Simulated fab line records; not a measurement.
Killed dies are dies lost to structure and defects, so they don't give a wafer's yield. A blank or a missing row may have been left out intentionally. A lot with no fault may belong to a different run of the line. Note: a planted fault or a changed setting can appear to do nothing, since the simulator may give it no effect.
A struck lot beside a sound one + flow gf180mcu + 37 steps out of a route of 602
Sound: these wafers, L176.1, L176.2, L176.5. Struck: wafers L193.3, L193.4 (left out: L193.1, a lot-mate that was not struck); the cause follows at the end.
Per side, at each step with rows, come the tool, then ch with its chambers, and then its first start. Under that, the readings that differ: sound wafers + struck wafers + difference of the means + sigmas: that difference in standard deviations of wafers without a fault.
alike: words and numbers the same on both sides, and readings whose means are apart by under 2 such deviations; not compared: readings that were withheld, readings missing a value for some wafer, numbers with overlapping values and no deviation given by the record, and bounds like >300 which may hide the same value.
A row with sigmas, a row that says differs or no value, or rows on one side alone: a step with any of these is where the two part. Numbers that have no deviation but don't overlap get no sigmas and don't part them. Lack of a reading on every wafer of one side parts them only where that side has two or more wafers.

first, 2 steps without rows for these wafers: GF_M4_PEB_12 (peb time 90 s); GF_M4_DEVELOP_13 (develop time 60 s).
GF_M4_CD_MEAS_14 targets a cd of 280 nm.
  sound: cdSem-02 at day 24 00:38; struck: cdSem-02 at day 29 07:59
  alike: cdNm
GF_M4_OVL_MEAS_15:
  sound: overlay-02 at day 24 00:45; struck: overlay-01 at day 29 08:07
  alike: M4_OVL
GF_M4_METAL_ETCH_16: etches the open film in Cl2/BCl3, stops on SiO2, target depth 750.8 nm, time 125.1 s.
  sound on rieMetal-04 ch 0,1, day 24 00:47; struck on rieMetal-01 ch 0,1, day 29 08:09
  alike: biasW, drypumpMotorCurrentA, mfcCl2Sccm, oesProductAu, throttleValvePct
  not compared: rfHoursCounterH
then, 4 steps without rows for these wafers: GF_M4_STRIP_17 (strips in O2/N2); GF_M4_STRIP_18 (strips in post etch residue remover, time 1200 s); GF_M4_CLEAN_19 (cleans in DIW); GF_V4_CVD_00 (deposits SiO2, target thk 600 nm, time 100 s).
GF_V4_THK_MEAS_01:
  sound: filmMetro-04 at day 24 01:31; struck: filmMetro-04 at day 29 08:53
| reading            | sound       | struck  | difference | sigmas |
|--------------------|-------------|---------|------------|--------|
| V4_CVD_00_THK (nm) | 596 592 603 | 610 613 | +14        | +2     |
then, 1 step without rows for these wafers: GF_V4_CVD_02 (deposits SiO2 from TEOS, target thk 850 nm, time 94.851 s).
GF_V4_THK_MEAS_03:
  sound: filmMetro-02 at day 24 01:39; struck: filmMetro-02 at day 29 09:01
  alike: V4_CVD_02_THK
GF_V4_CMP_04: polishes SiO2.
  sound on cmp-01 ch 1,2, day 24 01:46; struck on cmp-02 ch 0,2, day 29 09:07
| reading                            | sound             | struck      | difference | sigmas |
|------------------------------------|-------------------|-------------|------------|--------|
| timeToEndpointS (s)                | 85 84 85          | 61 55       | -27        | -5     |
| model.SiO2_of_V4_CVD_02.thkNm (nm) | 633.7 633.3 634.1 | 695.8 695.1 | +61.8      |        |
  alike: motorCurrentA, retainingRingPressureFrac, slurryFlowMlMin
GF_V4_BOW_MEAS_05:
  sound: filmMetro-02 at day 24 02:01; struck: filmMetro-02 at day 29 09:22
| reading     | sound       | struck  | difference | sigmas |
|-------------|-------------|---------|------------|--------|
| V4_BOW (um) | 134 128 138 | 149 153 | +18        | +2     |
then, 8 steps without rows for these wafers: GF_V4_DEHYDRATE_06 (time 60 s); GF_V4_HMDS_07 (prime time 60 s); GF_V4_COAT_08; GF_V4_COAT_09 (resist thk 1000 nm); GF_V4_SOFTBAKE_10 (time 60 s); GF_V4_EXPOSE_11 (exposes mask Via4, target cd 260 nm); GF_V4_PEB_12 (peb time 90 s); GF_V4_DEVELOP_13 (develop time 60 s).
GF_V4_CD_MEAS_14 targets a cd of 260 nm.
  sound: cdSem-01 at day 24 23:57; struck: cdSem-02 at day 30 04:09
  alike: cdNm
GF_V4_OVL_MEAS_15:
  sound: overlay-02 at day 25 00:04; struck: overlay-02 at day 30 04:16
  alike: V4_OVL
then, 1 step without rows for these wafers: GF_V4_ETCH_16 (etches BARC in N2/H2).
GF_V4_ETCH_17: etches SiO2 in C4F8/O2/Ar, stops on TiN, target depth 630 nm.
  sound on rieDiel-04 ch 1,3; struck on rieDiel-04 ch 0,3
| reading                      | sound             | struck      | difference | sigmas |
|------------------------------|-------------------|-------------|------------|--------|
| oesProductAu (a.u.)          | 0.868 0.857 0.858 | 0.910 0.900 | +0.044     | +9     |
| model.etch.depthNm (nm)      | 633.7 633.3 634.1 | 695.8 695.1 | +61.8      |        |
| model.V4.featureDepthNm (nm) | 633.7 633.3 634.1 | 695.8 695.1 | +61.8      |        |
  alike: biasW
GF_V4_STRIP_18: strips in O2/N2.
  sound on plasmaAsher-03 ch 0,1, day 25 00:14; struck on plasmaAsher-01 ch 0,1, day 30 04:26
  alike: drypumpMotorCurrentA, heaterPowerW, oesProductAu
  not compared: rfHoursCounterH
then, 2 steps without rows for these wafers: GF_V4_STRIP_19 (strips in post etch residue remover, time 1200 s); GF_V4_CLEAN_20 (cleans in DIW).
GF_V4_SPUTTER_21: material Ti, target thk 15 nm, time 80.02 s.
  sound: pvdSputter-02 at day 25 00:46; struck: pvdSputter-01 at day 30 05:19
  alike: throttleValvePct
then, 1 step without rows for these wafers: GF_V4_SPUTTER_22 (material TiN, target thk 10 nm, time 40 s).
GF_V4_CVD_23: deposits W, target thk 350 nm, time 104.9 s.
  sound on cvdW-01 ch 0,1, day 25 00:52; struck on cvdW-02 ch 0,1, day 30 05:25
  alike: heaterPowerW, susceptorTempC
GF_V4_RS_MEAS_24: the measuring method here is four-point-probe.
  sound: filmMetro-04 at day 25 00:59; struck: filmMetro-02 at day 30 05:31
  alike: V4_W_RS
GF_V4_THK_MEAS_25: measures by xrf.
  sound: filmMetro-04 at day 25 01:06; struck: filmMetro-02 at day 30 05:38
  alike: V4_W_THK
GF_V4_CMP_26: polishes, stops on SiO2, t overpolish 15 s, target thk 0 nm.
  sound on cmp-01 ch 1,2, day 25 01:32; struck on cmp-02 ch 2,3, day 30 05:42
| reading                            | sound             | struck    | difference | sigmas |
|------------------------------------|-------------------|-----------|------------|--------|
| model.SiO2_of_V4_CVD_02.thkNm (nm) | 629.9 629.5 630.3 | 692 691.3 | +62        |        |
  alike: motorCurrentA, retainingRingPressureFrac, slurryFlowMlMin
GF_MIM_SPUTTER_00: material Ti, target thk 37.5 nm, time 150 s.
  sound: pvdSputter-01 at day 25 01:50; struck: pvdSputter-04 at day 30 06:00
  alike: throttleValvePct
-- the record jumps here: 4 days lie between the struck wafers' starts before and after (it left off in module MIM and takes up again in module PASSIVATION, whose first step shown is number 602 of the route) --
GF_PASSIVATION_PROBE_99:
  the record has rows for the struck wafers here (prober-02, day 34 01:19) and none for the sound ones

== WHERE THEY PART ==
At GF_V4_THK_MEAS_01 first; at GF_PASSIVATION_PROBE_99 last (within this record only).

WHY: what the simulator had put in
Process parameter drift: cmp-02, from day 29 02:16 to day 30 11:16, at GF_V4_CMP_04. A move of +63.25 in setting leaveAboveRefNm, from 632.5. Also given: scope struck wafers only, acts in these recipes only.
